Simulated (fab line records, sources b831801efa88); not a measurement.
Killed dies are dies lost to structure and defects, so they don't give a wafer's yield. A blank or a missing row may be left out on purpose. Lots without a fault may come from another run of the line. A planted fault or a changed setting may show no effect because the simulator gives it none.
fab line records | flow sfq_line
record lots=7 wafers=21 last_day=100
route steps=325 shown M4@152 I4@163 JJ@178 M5@206 M8@325
lots that met no fault: from a run of the same line without faults
start_h: hours from the record's first day to the start of the lot's first wafer shown | wait_h: hours since the lot's step before | " the same as in the row above | L1.1+2: a row that stands for several wafers | - no value, or no start given | * or withheld: withheld | < > ~ a bound
route shown NAME@n: a module of which the file shows steps, and the number in the route of the first | usual: mean/standard deviation of fault-free wafers | same: alike in all rows | chamber/n: place in a boat | sites: the reading at each site | _std_site: their standard deviation | _edge_site: outer sites' mean less inner sites' | radius_mm: how far each site lies from the wafer's centre | mask NAME#n: copy n | behind: the tool/chamber that last shaped the wafer | hold: why the lot was held/for how many hours/how that ended | device: the transistor (n, p or np) that didn't switch | end of line: the same wafers' tests at the end of the route | a step without rows: its recipe alone | killed: dies lost to structure and defects at the first sort, not the wafer's yield | map: a wafer's dies, x killed, . not, _ none there
set.NAME: the setting as run; set.NAME@STEP: as run at that earlier step | model.NAME: the simulator's own value behind a step, which no gauge read
lots at some steps of the route; a table a step, a row a wafer
services: from which hour (start_h, from the record's first day; less than 0 if before it) a tool's chamber was out of use, for how many hours, and why
## steps
# step SFQ_TRILAYER_M4_LITHO_COAT_098
# recipe resist=BARC spin_rpm=3000 resist_thk_nm=62
# step SFQ_TRILAYER_M4_LITHO_COAT_093
# recipe resist=KrF spin_rpm=3000 resist_thk_nm=600
# step SFQ_TRILAYER_M4_LITHO_SOFTBAKE_097
# recipe temp_c=withheld time_s=withheld resist=KrF
# step SFQ_TRILAYER_M4_LITHO_EXPOSE_094
# recipe mask_id=M4 na=0.6 source_shape=conventional sigma_outer=0.65 target_cd_nm=500 dose_mj=14.4
# step SFQ_TRILAYER_M4_LITHO_PEB_096
# recipe peb_temp_c=115 peb_time_s=60 resist=KrF
# step SFQ_TRILAYER_M4_LITHO_DEVELOP_095
# recipe time_s=60 resist=KrF
# step SFQ_M4_OVL_MEAS_926
# usual M4_OVL=-4/5.9
# columns lot.wafer tool chamber start_h wait_h M4_OVL[nm]
L322.2 overlay-02 - 1420.01 0.1 1
L322.3 " - " " -10
L322.6 " - " " -3
L323.2 overlay-02 - 1429.61 0.1 -5
L323.4 " - " " -3
L323.6 " - " " -6
L324.3 overlay-01 - 1434.41 0.1 -13
L324.5 " - " " -11
L324.6 " - " " -7
L330.3 overlay-01 - 1482.79 0.1 5
L330.4 " - " " 7
L330.6 " - " " 7
L333.2 overlay-01 - 1494.99 0.1 -5
L333.3 " - " " -4
L333.5 " - " " -9
L336.1 overlay-02 - 1508.52 0.1 -6
L336.2 " - " " 4
L336.5 " - " " -9
L338.2 overlay-01 - 1512.13 0.1 4
L338.3 " - " " -8
L338.6 " - " " 4
# step SFQ_TRILAYER_M4_BARC_OPEN_METAL_ETCH_123
# recipe mask_material=PR chemistry=O2 target_depth_nm=125 target=BARC icp_w=600 bias_w=80 pressure_mtorr=10 time_s=41.7
# step SFQ_TRILAYER_M4_ETCH_METAL_ETCH_096
# recipe target=Nb stop_on=SiO2 mask_material=PR chemistry=Cl2/Ar target_depth_nm=240 icp_w=600 bias_w=80 pressure_mtorr=10 time_s=120
# step SFQ_TRILAYER_M4_STRIP_STRIP_097
# recipe gas=O2 power_w=200 platen_temp_c=40 overash_fraction=0.65 chemistry=O2 pressure_mtorr=50
# step SFQ_TRILAYER_M4_STRIP_SOLV_CLEAN_098
# recipe chemistry=NMP temp_c=70 time_s=600
# step SFQ_TRILAYER_I4_DEP_PECVD_099
# recipe material=SiO2 temp_c=150 time_s=111.11 pressure_torr=2.4 rf_w=183.3 precursor=SiH4/N2O target_thk_nm=500
# step SFQ_TRILAYER_I4_CMP_CMP_100
# recipe material=SiO2 down_force_psi=3 platen_rpm=60 pad_velocity_m_s=0.94248
# usual edge_zone_pressure_frac=1.000/0.0047 head_pressure_psi=3.000/0.0068 motor_current_A=10.4/0.73 platen_rpm=59.99/0.046 time_to_endpoint_s=214/7.8
# columns lot.wafer tool chamber start_h wait_h edge_zone_pressure_frac head_pressure_psi motor_current_A platen_rpm time_to_endpoint_s model.SiO2_of_TRILAYER_I4_DEP_PECVD_099.thk_nm
L322.3 cmp-01 2 1422.77 1.7 - - - - - 495.8
L322.2 " 0 1423.77 2.7 - - - - - 491.1
L322.6 " 1 " " - - - - - 502.6
L323.2 cmp-01 0 1430.67 0.0 - - - - - 499
L323.4 " 3 1432.17 1.5 - - - - - 503.3
L323.6 " 0 " " - - - - - 498.1
L324.3 cmp-02 3 1436.97 1.5 - - - - - 496.1
L324.5 " 0 " " - - - - - 500.8
L324.6 " 1 " " - - - - - 503
L330.4 cmp-02 2 1487.11 2.5 1.002 3.001 10.3 59.98 212 198.9
L330.3 " 0 1488.11 3.5 1.003 2.998 10.0 59.96 221 200.2
L330.6 " 1 " " 1.000 3.000 11.1 59.96 212 199.3
L333.3 cmp-01 2 1497.23 1.2 0.994 3.000 9.6 60.03 209 200.6
L333.2 " 3 " " 1.006 2.995 10.3 59.96 210 198.8
L333.5 " 3 1499.73 3.7 1.009 2.997 10.6 59.99 204 199.1
L336.1 cmp-01 3 1510.81 1.3 0.996 2.996 10.2 59.93 199 197.9
L336.2 " 0 " " 0.996 3.001 9.2 59.91 207 199.4
L336.5 " 3 1512.81 3.2 1.003 2.996 10.1 60.03 204 197.8
L338.2 cmp-02 0 1515.00 1.8 1.004 3.005 11.0 59.98 222 201.5
L338.3 " 1 " " 1.003 3.005 10.7 60.03 210 200.1
L338.6 " 1 1517.50 4.3 1.000 2.995 10.3 59.99 224 200.9
# step SFQ_I4_BOW_MEAS_927
# recipe mode=bow
# usual I4_BOW=5/10
# columns lot.wafer tool chamber start_h wait_h I4_BOW[um]
L322.2 film_metro-03 - 1425.29 1.0 13
L322.3 " - " " 4
L322.6 " - " " 9
L323.2 film_metro-02 - 1433.69 2.5 3
L323.4 " - " " 0
L323.6 " - " " 9
L324.3 film_metro-01 - 1438.51 1.0 18
L324.5 " - " " -11
L324.6 " - " " 5
L330.3 film_metro-01 - 1489.65 1.0 21
L330.4 " - " " 10
L330.6 " - " " 18
L333.2 film_metro-03 - 1500.25 2.0 10
L333.3 " - " " 17
L333.5 " - " " 15
L336.1 film_metro-02 - 1513.81 2.5 -19
L336.2 " - " " -16
L336.5 " - " " -1
L338.2 film_metro-01 - 1518.02 2.5 0
L338.3 " - " " 2
L338.6 " - " " 4
# step SFQ_TRILAYER_I4_METRO_MEASURE_101
# usual thk_nm=199.8/1.1
# columns lot.wafer tool chamber start_h wait_h thk_nm
L322.2 film_metro-03 - 1425.59 0.3 491.2
L322.3 " - " " 495.7
L322.6 " - " " 503.1
L323.2 film_metro-02 - 1433.99 0.3 499.1
L323.4 " - " " 503.7
L323.6 " - " " 497.9
L324.3 film_metro-01 - 1438.99 0.5 496.1
L324.5 " - " " 500.9
L324.6 " - " " 503.0
L330.3 film_metro-01 - 1490.13 0.5 200.3
L330.4 " - " " 199.1
L330.6 " - " " 199.3
L333.2 film_metro-03 - 1500.55 0.3 198.9
L333.3 " - " " 200.7
L333.5 " - " " 199.1
L336.1 film_metro-02 - 1513.93 0.1 198.0
L336.2 " - " " 199.6
L336.5 " - " " 197.8
L338.2 film_metro-01 - 1518.32 0.3 201.5
L338.3 " - " " 200.1
L338.6 " - " " 200.7
# step SFQ_TRILAYER_I4_VIA_LITHO_COAT_108
# recipe resist=BARC spin_rpm=3000 resist_thk_nm=62
# step SFQ_TRILAYER_I4_VIA_LITHO_COAT_103
# recipe resist=KrF spin_rpm=3000 resist_thk_nm=650
# step SFQ_TRILAYER_I4_VIA_LITHO_SOFTBAKE_107
# recipe temp_c=withheld time_s=withheld resist=KrF
# step SFQ_TRILAYER_I4_VIA_LITHO_EXPOSE_104
# recipe mask_id=I4 na=0.6 source_shape=conventional sigma_outer=0.65 target_cd_nm=700 dose_mj=21.3
# step SFQ_TRILAYER_I4_VIA_LITHO_PEB_106
# recipe peb_temp_c=115 peb_time_s=60 resist=KrF
# step SFQ_TRILAYER_I4_VIA_LITHO_DEVELOP_105
# recipe time_s=60 resist=KrF
# step SFQ_I4_OVL_MEAS_928
# usual I4_OVL=2/6.6
# columns lot.wafer tool chamber start_h wait_h I4_OVL[nm]
L322.2 overlay-01 - 1429.68 0.1 8
L322.3 " - " " 11
L322.6 " - " " 4
L323.2 overlay-02 - 1440.43 0.1 3
L323.4 " - " " 1
L323.6 " - " " 3
L324.3 overlay-02 - 1442.06 0.1 1
L324.5 " - " " -3
L324.6 " - " " 6
L330.3 overlay-01 - 1573.46 0.1 10
L330.4 " - " " 9
L330.6 " - " " 8
L333.2 overlay-01 - 1583.05 0.1 15
L333.3 " - " " 18
L333.5 " - " " 8
L336.1 overlay-01 - 1595.05 0.1 1
L336.2 " - " " -1
L336.5 " - " " -1
L338.2 overlay-01 - 1599.85 0.1 0
L338.3 " - " " -2
L338.6 " - " " 1
# step SFQ_TRILAYER_I4_VIA_BARC_OPEN_VIA_ETCH_146
# recipe mask_material=PR chemistry=O2 target_depth_nm=125 target=BARC source_w=500 bias_w=80 pressure_mtorr=30 time_s=41.7
# usual bias_w=80.04/0.25 drypump_motor_current_A=5.8/0.42 oes_product_au=0.686/0.0045
# columns lot.wafer tool chamber start_h wait_h bias_w drypump_motor_current_A oes_product_au rf_hours_counter_h
L322.2 rie_diel-04 1 1429.71 0.0 80.33 6.0 0.685 11
L322.3 " 0 " " 80.06 6.2 0.687 18
L322.6 " 1 " " 80.59 6.0 0.685 -
L323.2 rie_diel-02 3 1440.46 0.0 80.11 5.5 0.684 15
L323.4 " 2 " " 80.01 6.1 0.680 7
L323.6 " 1 " " 80.26 5.5 0.682 -
L324.3 rie_diel-04 0 1442.08 0.0 80.46 6.2 0.694 19
L324.5 " 3 " " 79.89 5.7 0.685 -
L324.6 " 0 " " 80.51 6.2 0.682 -
L330.3 rie_diel-02 1 1573.48 0.0 79.99 5.5 0.679 14
L330.4 " 3 " " 80.06 5.5 0.684 17
L330.6 " 1 " " 79.77 5.6 0.692 -
L333.2 rie_diel-01 3 1583.08 0.0 79.70 5.2 0.683 17
L333.3 " 2 " " 79.91 5.4 0.676 16
L333.5 " 1 " " 80.06 6.1 0.690 -
L336.1 rie_diel-02 3 1595.08 0.0 79.99 5.5 0.684 17
L336.2 " 2 " " 79.95 6.1 0.680 9
L336.5 " 0 " " 79.68 6.7 0.688 -
L338.2 rie_diel-02 3 1599.88 0.0 79.83 5.5 0.681 17
L338.3 " 1 " " 80.46 5.6 0.687 15
L338.6 " 2 " " 79.95 6.1 0.680 -
# step SFQ_TRILAYER_I4_VIA_ETCH_VIA_ETCH_106
# recipe target=SiO2 stop_on=Nb mask_material=PR taper_deg=20 chemistry=CHF3 target_depth_nm=260 source_w=500 bias_w=80 pressure_mtorr=30 time_s=withheld
# usual bias_w=79.99/0.23 drypump_motor_current_A=5.8/0.41 oes_product_au=0.854/0.0053
# columns lot.wafer tool chamber start_h wait_h bias_w drypump_motor_current_A oes_product_au model.etch.depth_nm model.I4.feature_depth_nm
L322.2 rie_diel-04 1 1429.75 0.0 79.74 6.0 1.623 259.4 259.4
L322.3 " 0 " " 80.19 6.2 1.628 260 260
L322.6 " 1 " " 79.99 6.0 1.637 261.4 261.4
L323.2 rie_diel-02 3 1440.50 0.0 80.20 5.5 1.656 265 265
L323.4 " 2 " " 79.45 6.1 1.624 259 259
L323.6 " 1 " " 79.86 5.6 1.617 258.7 258.7
L324.3 rie_diel-04 0 1442.12 0.0 79.92 6.2 1.610 257.5 257.5
L324.5 " 3 " " 79.88 5.7 1.578 252.5 252.5
L324.6 " 0 " " 80.45 6.2 1.611 257.4 257.4
L330.3 rie_diel-02 1 1573.52 0.0 80.23 5.5 0.857 200.2 200.2
L330.4 " 3 " " 80.49 5.5 0.843 198.9 198.9
L330.6 " 1 " " 79.92 5.5 0.853 199.3 199.3
L333.2 rie_diel-01 3 1583.12 0.0 79.99 5.2 0.848 198.8 198.8
L333.3 " 2 " " 79.95 5.4 0.852 200.6 200.6
L333.5 " 1 " " 80.33 6.1 0.856 199.1 199.1
L336.1 rie_diel-02 3 1595.12 0.0 80.10 5.5 0.850 197.9 197.9
L336.2 " 2 " " 80.30 6.1 0.863 199.4 199.4
L336.5 " 0 " " 79.97 6.7 0.846 197.8 197.8
L338.2 rie_diel-02 3 1599.92 0.0 79.74 5.5 0.853 201.5 201.5
L338.3 " 1 " " 79.58 5.5 0.856 200.1 200.1
L338.6 " 2 " " 79.96 6.1 0.848 200.9 200.9
# step SFQ_TRILAYER_I4_VIA_STRIP_STRIP_107
# recipe gas=O2 power_w=200 platen_temp_c=40 overash_fraction=0.65 chemistry=O2 pressure_mtorr=50
# usual drypump_motor_current_A=5.8/0.34 oes_product_au=1.003/0.0096
# same overash_fraction=0.65
# columns lot.wafer tool chamber start_h wait_h drypump_motor_current_A oes_product_au rf_hours_counter_h
L322.2 rie_metal-03 0 1429.86 - 6.0 0.996 26
L322.3 " 0 " " 6.0 0.998 -
L322.6 " 1 " " 5.3 0.985 -
L323.2 rie_metal-02 1 1440.61 - 6.3 1.017 110
L323.4 " 1 " " 6.3 1.010 -
L323.6 " 0 " " 5.6 1.012 -
L324.3 rie_metal-01 0 1442.43 - 5.9 0.992 -
L324.5 " 1 " " 5.5 0.986 -
L324.6 " 0 " " 5.9 1.000 -
L330.3 rie_metal-03 1 1573.84 - 5.2 0.989 -
L330.4 " 0 " " 6.0 1.000 -
L330.6 " 1 " " 5.2 0.984 -
L333.2 rie_metal-02 1 1583.24 - 6.3 1.005 6
L333.3 " 0 " " 5.6 1.007 -
L333.5 " 0 " " 5.6 1.005 -
L336.1 rie_metal-01 1 1595.24 - 5.5 0.993 8
L336.2 " 0 " " 5.9 1.018 48
L336.5 " 0 " " 5.9 1.009 -
L338.2 rie_metal-02 0 1600.04 - 5.6 1.012 104
L338.3 " 1 " " 6.3 1.006 -
L338.6 " 1 " " 6.4 1.011 -
# step SFQ_TRILAYER_I4_VIA_STRIP_SOLV_CLEAN_108
# recipe chemistry=NMP temp_c=70 time_s=600
# step SFQ_TRILAYER_JJ_TRILAYER_DEP_PRE_CLEAN_113
# recipe gas=Ar time_s=22.5 bias_v=250
# step SFQ_TRILAYER_JJ_TRILAYER_DEP_SPUTTER_109
# recipe material=Nb base_pressure_pa=1.33e-06 chamber_pressure_pa=0.1333 substrate_temp_c=20 target_thk_nm=150 power_w=2000 time_s=100
# step SFQ_TRILAYER_JJ_TRILAYER_DEP_SPUTTER_110
# recipe material=Al base_pressure_pa=1.33e-06 target_thk_nm=8 power_w=500 time_s=10 chamber_pressure_pa=0.4
# usual throttle_valve_pct=30.0/1.1
# columns lot.wafer tool chamber start_h wait_h throttle_valve_pct
L322.2 pvd_sputter-04 - 1430.73 0.0 30.4
L322.3 " - " " 29.5
L322.6 " - " " 28.8
L323.2 pvd_sputter-04 - 1441.49 0.0 29.5
L323.4 " - " " 28.8
L323.6 " - " " 28.7
L324.3 pvd_sputter-03 - 1443.11 0.0 29.6
L324.5 " - " " 30.7
L324.6 " - " " 29.4
L330.3 pvd_sputter-04 - 1574.51 0.0 30.6
L330.4 " - " " 29.3
L330.6 " - " " 28.9
L333.2 pvd_sputter-06 - 1584.11 0.0 29.8
L333.3 " - " " 29.4
L333.5 " - " " 29.4
L336.1 pvd_sputter-04 - 1596.30 0.0 29.5
L336.2 " - " " 30.6
L336.5 " - " " 30.4
L338.2 pvd_sputter-04 - 1600.91 0.0 28.6
L338.3 " - " " 30.2
L338.6 " - " " 29.6
# step SFQ_TRILAYER_JJ_TRILAYER_DEP_AL_OXIDATION_111
# recipe pressure_mbar=0.014667 oxidation_time_s=600 temperature_k=293
# step SFQ_TRILAYER_JJ_TRILAYER_DEP_SPUTTER_112
# recipe material=Nb base_pressure_pa=1.33e-06 chamber_pressure_pa=0.1333 substrate_temp_c=20 target_thk_nm=170 power_w=2000 time_s=113.3
# step SFQ_JJ_RS_MEAS_929
# recipe thk_meas_gauge=four-point-probe reads=Nb_of_TRILAYER_JJ_TRILAYER_DEP_SPUTTER_112
# usual JJ_NB_RS=1.048/0.012
# columns lot.wafer tool chamber start_h wait_h JJ_NB_RS[ohm/sq]
L322.2 film_metro-01 - 1431.86 0.1 1.035
L322.3 " - " " 1.044
L322.6 " - " " 1.054
L323.2 film_metro-01 - 1442.61 0.1 1.054
L323.4 " - " " 1.062
L323.6 " - " " 1.053
L324.3 film_metro-03 - 1444.25 0.1 1.058
L324.5 " - " " 1.045
L324.6 " - " " 1.057
L330.3 film_metro-03 - 1575.65 0.1 1.064
L330.4 " - " " 1.064
L330.6 " - " " 1.076
L333.2 film_metro-01 - 1585.23 0.1 1.041
L333.3 " - " " 1.044
L333.5 " - " " 1.044
L336.1 film_metro-01 - 1597.49 0.0 1.058
L336.2 " - " " 1.041
L336.5 " - " " 1.053
L338.2 film_metro-04 - 1602.03 0.1 1.033
L338.3 " - " " 1.045
L338.6 " - " " 1.056
# step SFQ_TRILAYER_JJ_CE_LITHO_COAT_119
# recipe resist=BARC spin_rpm=3000 resist_thk_nm=62
# step SFQ_TRILAYER_JJ_CE_LITHO_COAT_114
# recipe resist=KrF spin_rpm=3000 resist_thk_nm=600
# step SFQ_TRILAYER_JJ_CE_LITHO_SOFTBAKE_118
# recipe temp_c=withheld time_s=withheld resist=KrF
# step SFQ_TRILAYER_JJ_CE_LITHO_EXPOSE_115
# recipe mask_id=J5 na=0.6 source_shape=conventional sigma_outer=0.65 target_cd_nm=700 dose_mj=14.4
# step SFQ_TRILAYER_JJ_CE_LITHO_PEB_117
# recipe peb_temp_c=115 peb_time_s=60 resist=KrF
# step SFQ_TRILAYER_JJ_CE_LITHO_DEVELOP_116
# recipe time_s=60 resist=KrF
# step SFQ_JJ_OVL_MEAS_931
# usual J5_OVL=0/6.5
# columns lot.wafer tool chamber start_h wait_h J5_OVL[nm]
L322.2 overlay-01 - 1537.45 0.1 -4
L322.3 " - " " 4
L322.6 " - " " 9
L323.2 overlay-01 - 1547.05 0.1 9
L323.4 " - " " 0
L323.6 " - " " 4
L324.3 overlay-01 - 1548.26 0.1 6
L324.5 " - " " 1
L324.6 " - " " 1
L330.3 overlay-01 - 1578.18 0.1 5
L330.4 " - " " 0
L330.6 " - " " 2
L333.2 overlay-02 - 1588.65 0.1 -8
L333.3 " - " " -2
L333.5 " - " " -5
L336.1 overlay-01 - 1604.89 0.1 4
L336.2 " - " " -1
L336.5 " - " " -2
L338.2 overlay-01 - 1609.70 0.1 -7
L338.3 " - " " -10
L338.6 " - " " -11
# step SFQ_TRILAYER_JJ_CE_METRO_MEASURE_117
# usual cd_nm=700.0/1.1
# columns lot.wafer tool chamber start_h wait_h cd_nm
L322.2 cd_sem-01 - 1537.68 0.2 697.6
L322.3 " - " " 696.1
L322.6 " - " " 698.2
L323.2 cd_sem-02 - 1547.28 0.2 700.3
L323.4 " - " " 701.5
L323.6 " - " " 701.0
L324.3 cd_sem-01 - 1548.68 0.4 699.5
L324.5 " - " " 699.3
L324.6 " - " " 700.1
L330.3 cd_sem-01 - 1578.60 0.4 700.0
L330.4 " - " " 700.1
L330.6 " - " " 701.0
L333.2 cd_sem-02 - 1588.88 0.2 699.4
L333.3 " - " " 699.9
L333.5 " - " " 700.0
L336.1 cd_sem-01 - 1604.93 0.0 699.4
L336.2 " - " " 699.7
L336.5 " - " " 699.7
L338.2 cd_sem-01 - 1609.93 0.2 698.1
L338.3 " - " " 700.0
L338.6 " - " " 699.8
# step SFQ_TRILAYER_JJ_CE_BARC_OPEN_RIE_150
# recipe mask_material=PR chemistry=O2 target_depth_nm=240 target=BARC icp_w=600 bias_w=80 pressure_mtorr=10 time_s=80
# usual bias_w=80.00/0.23 drypump_motor_current_A=6.0/0.45 oes_product_au=0.538/0.0048
# columns lot.wafer tool chamber start_h wait_h bias_w drypump_motor_current_A oes_product_au rf_hours_counter_h
L322.2 rie_metal-04 1 1538.68 0.8 79.97 6.1 0.535 31
L322.3 " 1 " " 79.90 6.1 0.548 -
L322.6 " 1 " " 79.75 6.1 0.537 -
L323.2 rie_metal-02 0 1548.31 0.8 79.57 5.6 0.538 -
L323.4 " 0 " " 79.79 5.6 0.536 -
L323.6 " 0 " " 80.08 5.6 0.531 -
L324.3 rie_metal-04 1 1549.51 0.6 79.96 6.1 0.538 -
L324.5 " 0 " " 79.91 6.7 0.534 -
L324.6 " 1 " " 80.05 6.1 0.548 -
L330.3 rie_metal-03 0 1579.44 0.6 79.87 6.0 0.533 -
L330.4 " 1 " " 79.78 5.2 0.535 -
L330.6 " 0 " " 79.66 6.0 0.537 -
L333.2 rie_metal-03 1 1589.88 0.8 79.99 5.2 0.538 70
L333.3 " 0 " " 80.31 6.0 0.546 -
L333.5 " 1 " " 80.17 5.3 0.537 -
L336.1 rie_metal-02 1 1606.13 1.0 79.82 6.3 0.533 9
L336.2 " 0 " " 79.73 5.6 0.539 105
L336.5 " 0 " " 80.13 5.6 0.537 -
L338.2 rie_metal-02 0 1610.93 0.8 80.16 5.6 0.537 106
L338.3 " 0 " " 79.95 5.6 0.537 -
L338.6 " 0 " " 79.90 5.6 0.541 -
# step SFQ_TRILAYER_M5_ETCH_METAL_ETCH_126
# recipe target=Nb stop_on=SiO2 mask_material=PR over_etch_frac=0.15 time_s=203.2 chemistry=Cl2/BCl3 target_depth_nm=265 icp_w=600 bias_w=80 pressure_mtorr=10
# usual bias_w=79.98/0.22 drypump_motor_current_A=6.0/0.38 oes_product_au=0.727/0.0048
# columns lot.wafer tool chamber start_h wait_h bias_w drypump_motor_current_A oes_product_au rf_hours_counter_h model.SiO2_of_TRILAYER_I4_DEP_PECVD_099.thk_nm
L322.2 rie_metal-04 1 1621.91 0.1 79.90 6.1 0.733 - 471
L322.3 " 1 " " 80.08 6.1 0.729 - 475.7
L322.6 " 1 " " 80.43 6.1 0.730 - 482.5
L323.2 rie_metal-02 0 1632.89 0.0 80.22 5.6 0.732 110 478.9
L323.4 " 1 " " 80.38 6.4 0.743 - 483.1
L323.6 " 0 " " 79.88 5.6 0.724 - 478.1
L324.3 rie_metal-02 0 1635.36 0.1 79.56 5.6 0.728 - 476.1
L324.5 " 0 " " 79.85 5.6 0.725 - 480.9
L324.6 " 1 " " 79.81 6.3 0.727 - 482.8
L330.3 rie_metal-02 0 1674.96 0.1 80.23 5.6 0.728 - 180.4
L330.4 " 1 " " 80.19 6.4 0.722 - 179
L330.6 " 1 " " 79.84 6.4 0.731 - 179.5
L333.2 rie_metal-04 0 1687.74 0.0 79.55 6.7 0.730 6 178.9
L333.3 " 0 " " 79.86 6.7 0.720 - 180.7
L333.5 " 1 " " 80.28 6.1 0.724 - 179.2
L336.1 rie_metal-02 1 1699.87 0.0 80.29 6.3 0.723 23 177.9
L336.2 " 0 " " 79.79 5.6 0.723 119 179.5
L336.5 " 0 " " 79.79 5.6 0.723 - 177.9
L338.2 rie_metal-02 1 1707.07 0.0 79.84 6.4 0.724 25 181.6
L338.3 " 0 " " 80.16 5.6 0.724 - 180.2
L338.6 " 0 " " 79.90 5.6 0.726 - 180.9
# step SFQ_M8_BOW_MEAS_951
# recipe mode=bow
# usual M8_BOW=11/11
# columns lot.wafer tool chamber start_h wait_h M8_BOW[um] model.etest.i4.link_ohm
L322.2 film_metro-02 - 2073.26 0.0 22 1e+06
L322.3 " - " " 13 1e+06
L322.6 " - " " 17 1e+06
L323.2 film_metro-02 - 2138.19 0.0 11 1e+06
L323.4 " - " " 7 1e+06
L323.6 " - " " 16 1e+06
L324.3 film_metro-02 - 2139.43 0.0 16 1e+06
L324.5 " - " " -13 1e+06
L324.6 " - " " 2 1e+06
L330.3 film_metro-01 - 2292.55 0.0 16 2.192
L330.4 " - " " 5 2.178
L330.6 " - " " 13 2.157
L333.2 film_metro-03 - 2307.80 0.0 27 2.181
L333.3 " - " " 33 2.189
L333.5 " - " " 32 2.193
L336.1 film_metro-03 - 2402.01 0.0 -10 2.176
L336.2 " - " " -6 2.199
L336.5 " - " " 8 2.202
L338.2 film_metro-01 - 2403.62 0.0 5 2.189
L338.3 " - " " 9 2.167
L338.6 " - " " 10 2.166
## services
# columns tool chamber start_h hours kind
rie_metal-04 0 1399.92 19.3 repair
cd_sem-01 - 1399.99 2.2 pm
cd_sem-01 - 1409.26 5.7 repair
cd_sem-01 - 1414.93 1.4 pm
rie_diel-02 3 1415.62 2.1 repair
cmp-01 - 1426.29 4.0 pm
cmp-01 - 1441.84 14.6 repair
rie_diel-02 0 1443.16 8.1 repair
cmp-01 - 1456.44 6.9 pm
rie_metal-02 1 1458.45 2.2 repair
cmp-01 - 1460.54 2.1 repair
rie_diel-02 3 1467.42 2.3 repair
rie_metal-03 1 1474.67 3.4 repair
rie_metal-02 0 1495.85 15.1 repair
cd_sem-01 - 1526.24 0.6 pm
cd_sem-01 - 1563.74 1.1 pm
cd_sem-01 - 1583.99 1.0 pm
cd_sem-01 - 1598.80 0.4 pm
rie_diel-02 2 1619.33 4.2 repair
rie_diel-02 3 1659.36 2.8 repair
rie_diel-02 - 1663.26 0.3 repair
rie_metal-02 - 1688.57 1.2 repair
rie_diel-02 3 1689.75 2.5 repair
rie_diel-02 3 1699.59 4.5 repair
## key
first_sign step=SFQ_TRILAYER_I4_CMP_CMP_100 reading=tool_record direction=missing
effect step=SFQ_TRILAYER_I4_METRO_MEASURE_101 reading=thk_nm direction=up sigmas=99+ usual=199.8 struck=499.0
effect step=SFQ_TRILAYER_I4_VIA_ETCH_VIA_ETCH_106 reading=oes_product_au direction=up sigmas=99+ usual=0.854 struck=1.620
model_effect step=SFQ_TRILAYER_I4_CMP_CMP_100 value=SiO2_of_TRILAYER_I4_DEP_PECVD_099.thk_nm without=200.5 struck=498.9
model_effect step=SFQ_TRILAYER_I4_VIA_ETCH_VIA_ETCH_106 value=etch.depth_nm without=200.5 struck=259
model_effect step=SFQ_TRILAYER_M5_ETCH_METAL_ETCH_126 value=SiO2_of_TRILAYER_I4_DEP_PECVD_099.thk_nm without=180.5 struck=478.8
model_effect step=SFQ_M8_BOW_MEAS_951 value=etest.i4.link_ohm without=2.176 struck=1e+06
met_at SFQ_TRILAYER_I4_CMP_CMP_100
struck_wafers L322.2,L322.3,L322.6,L323.2,L323.4,L323.6,L324.3,L324.5,L324.6
fault kind=skipped_step_whole tool=cmp-01,cmp-02 chamber=- onset_h=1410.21 steps=SFQ_TRILAYER_I4_CMP_CMP_100 scope=struck_lots_only
